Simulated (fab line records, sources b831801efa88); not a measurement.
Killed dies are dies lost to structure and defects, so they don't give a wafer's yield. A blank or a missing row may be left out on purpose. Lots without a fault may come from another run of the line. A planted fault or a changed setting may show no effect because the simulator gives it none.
Which tool did it? | flow sky130 | 12 lots, 36 wafers sampled, at 5 steps of a route of 708

WHAT THE GAUGES READ, wafer by wafer
SKY_VIA1_THK_MEAS_23: measures by xrf. Usual: VIA1_W_THK 274 nm, standard deviation 3.9.
lot  | measured     | on            | VIA1_W_THK (nm) | flag
L730 | day 33 10:17 | film_metro-03 | 268 270 271     |
L732 | day 33 20:48 | film_metro-03 | 274 276 275     |
L734 | day 35 03:23 | film_metro-04 | 282 276 278     |
L735 | day 35 13:47 | film_metro-03 | 274 278 274     |
L736 | day 35 15:46 | film_metro-03 | 261 266 267     |
L738 | day 36 05:05 | film_metro-01 | 272 270 275     |
L739 | day 36 16:41 | film_metro-01 | 273 271 272     |
L740 | day 36 22:56 | film_metro-03 | 271 274 273     |
L748 | day 40 03:17 | film_metro-04 | 275 272 275     |
L749 | day 40 07:44 | film_metro-03 | 271 272 273     |
L751 | day 40 22:11 | film_metro-04 | 272 275 275     |
L752 | day 40 23:26 | film_metro-03 | 276 274 277     |

SKY_METAL2_RS_MEAS_05: measures by four-point-probe. Usual: METAL2_ALCU_RS 0.1269 ohm/sq, standard deviation 0.0014.
lot  | measured     | on            | METAL2_ALCU_RS (ohm/sq) | flag
L730 | day 33 10:47 | film_metro-04 | 0.1267 0.1270 0.1269    |
L732 | day 33 21:19 | film_metro-01 | 0.1286 0.1284 0.1284    |
L734 | day 35 03:53 | film_metro-02 | 0.1283 0.1269 0.1278    |
L735 | day 35 14:17 | film_metro-04 | 0.1252 0.1274 0.1263    |
L736 | day 35 16:16 | film_metro-04 | 0.1245 0.1265 0.1246    |
L738 | day 36 05:36 | film_metro-04 | 0.1276 0.1276 0.1298    |
L739 | day 36 17:12 | film_metro-01 | 0.1255 0.1245 0.1243    |
L740 | day 36 23:27 | film_metro-02 | 0.1255 0.1254 0.1264    |
L748 | day 40 03:51 | film_metro-02 | 0.1264 0.1255 0.1262    |
L749 | day 40 08:16 | film_metro-04 | 0.1275 0.1280 0.1275    |
L751 | day 40 22:41 | film_metro-02 | 0.1278 0.1269 0.1274    |
L752 | day 40 23:56 | film_metro-02 | 0.1276 0.1273 0.1258    |

SKY_VIA2_THK_MEAS_01. Usual: VIA2_HDPCVD_THK 1177 nm, standard deviation 12.
lot  | measured     | on            | VIA2_HDPCVD_THK (nm) | flag
L730 | day 34 14:49 | film_metro-02 | 1167 1188 1178       |
L732 | day 35 00:20 | film_metro-03 | 1189 1198 1203       |
L734 | day 36 06:37 | film_metro-02 | 1184 1176 1198       |
L735 | day 36 17:26 | film_metro-03 | 1172 1186 1172       |
L736 | day 36 18:58 | film_metro-02 | 2326 2333 2319       | OFF
L738 | day 37 09:02 | film_metro-02 | 2349 2356 2358       | OFF
L739 | day 37 20:47 | film_metro-03 | 2354 2353 2371       | OFF
L740 | day 38 03:08 | film_metro-02 | 1183 1172 1172       |
L748 | day 41 06:21 | film_metro-03 | 1172 1174 1184       |
L749 | day 41 10:03 | film_metro-01 | 1169 1155 1175       |
L751 | day 42 00:28 | film_metro-02 | 1161 1165 1147       |
L752 | day 42 01:35 | film_metro-02 | 1163 1185 1165       |

WHICH TOOL RAN EACH LOT (tool, then ch and the chambers of the sampled wafers, then the start)
lot  | SKY_METAL2_SPUTTER_01        | SKY_VIA2_HDPCVD_00
L730 | pvd_sputter-01, day 33 10:40 | hdpcvd-01 ch 1,2, day 34 14:41
L732 | pvd_sputter-02, day 33 21:10 | hdpcvd-01 ch 1,2, day 35 00:11
L734 | pvd_sputter-02, day 35 03:46 | hdpcvd-01 ch 0,2, day 36 06:30
L735 | pvd_sputter-02, day 35 14:10 | hdpcvd-02 ch 0,1, day 36 17:19
L736 | pvd_sputter-01, day 35 16:08 | hdpcvd-02 ch 0,1, day 36 18:33
L738 | pvd_sputter-01, day 36 05:28 | hdpcvd-01 ch 0,1, day 37 08:37
L739 | pvd_sputter-01, day 36 17:04 | hdpcvd-01 ch 1,2, day 37 20:22
L740 | pvd_sputter-02, day 36 23:19 | hdpcvd-01 ch 0,1, day 38 02:56
L748 | pvd_sputter-02, day 40 03:41 | hdpcvd-02 ch 0,2, day 41 06:12
L749 | pvd_sputter-01, day 40 08:06 | hdpcvd-01 ch 0,1,2, day 41 09:54
L751 | pvd_sputter-02, day 40 22:33 | hdpcvd-01 ch 1,2, day 42 00:20
L752 | pvd_sputter-01, day 40 23:49 | hdpcvd-02 ch 1,2, day 42 01:27
- SKY_METAL2_SPUTTER_01: material TiN, target thk 20 nm, time 16.7 s.
- SKY_VIA2_HDPCVD_00: deposits SiO2, target thk 1180 nm, time 196.7 s.

WHAT THE TOOLS THEMSELVES READ (means of the sampled wafers that have a number; where no wafer has one, the mark that the record gives instead)
SKY_METAL2_SPUTTER_01. Usual: throttle_valve_pct 30.1 %, standard deviation 1.3.
lot  | tool           | throttle_valve_pct (%) | flag
L730 | pvd_sputter-01 | 30.3                   |
L732 | pvd_sputter-02 | 30.1                   |
L734 | pvd_sputter-02 | 30.0                   |
L735 | pvd_sputter-02 | 30.0                   |
L736 | pvd_sputter-01 | 31.0                   |
L738 | pvd_sputter-01 | 30.1                   |
L739 | pvd_sputter-01 | 29.8                   |
L740 | pvd_sputter-02 | 29.7                   |
L748 | pvd_sputter-02 | 30.1                   |
L749 | pvd_sputter-01 | 31.3                   |
L751 | pvd_sputter-02 | 29.4                   |
L752 | pvd_sputter-01 | 31.4                   |

THE ANSWER, worked out from the rows above alone
Rule: a lot is off if the mean of its wafers that have a number lies more than 3 standard deviations from the usual mean. A lot without any number at a reading at which 4 lots or more have one is off too. The other lots that the step has rows for count as sound. The gauges are gone through in route order, then the tools' own readings, and for those a lot's mean is taken as printed above. The first step at which some lot is off is used, and at that step the reading that is off furthest; a lot without a number counts as furthest.
Off: L736, L738, L739, at SKY_VIA2_THK_MEAS_01 (VIA2_HDPCVD_THK).
A tool fits if, at a process step before that reading, it ran every lot that is off, and no sound lot after the first of them. The gauges at SKY_VIA2_THK_MEAS_01 are tried like those tools. None of those tried fits.

WHAT THE SIMULATOR HAD PUT IN
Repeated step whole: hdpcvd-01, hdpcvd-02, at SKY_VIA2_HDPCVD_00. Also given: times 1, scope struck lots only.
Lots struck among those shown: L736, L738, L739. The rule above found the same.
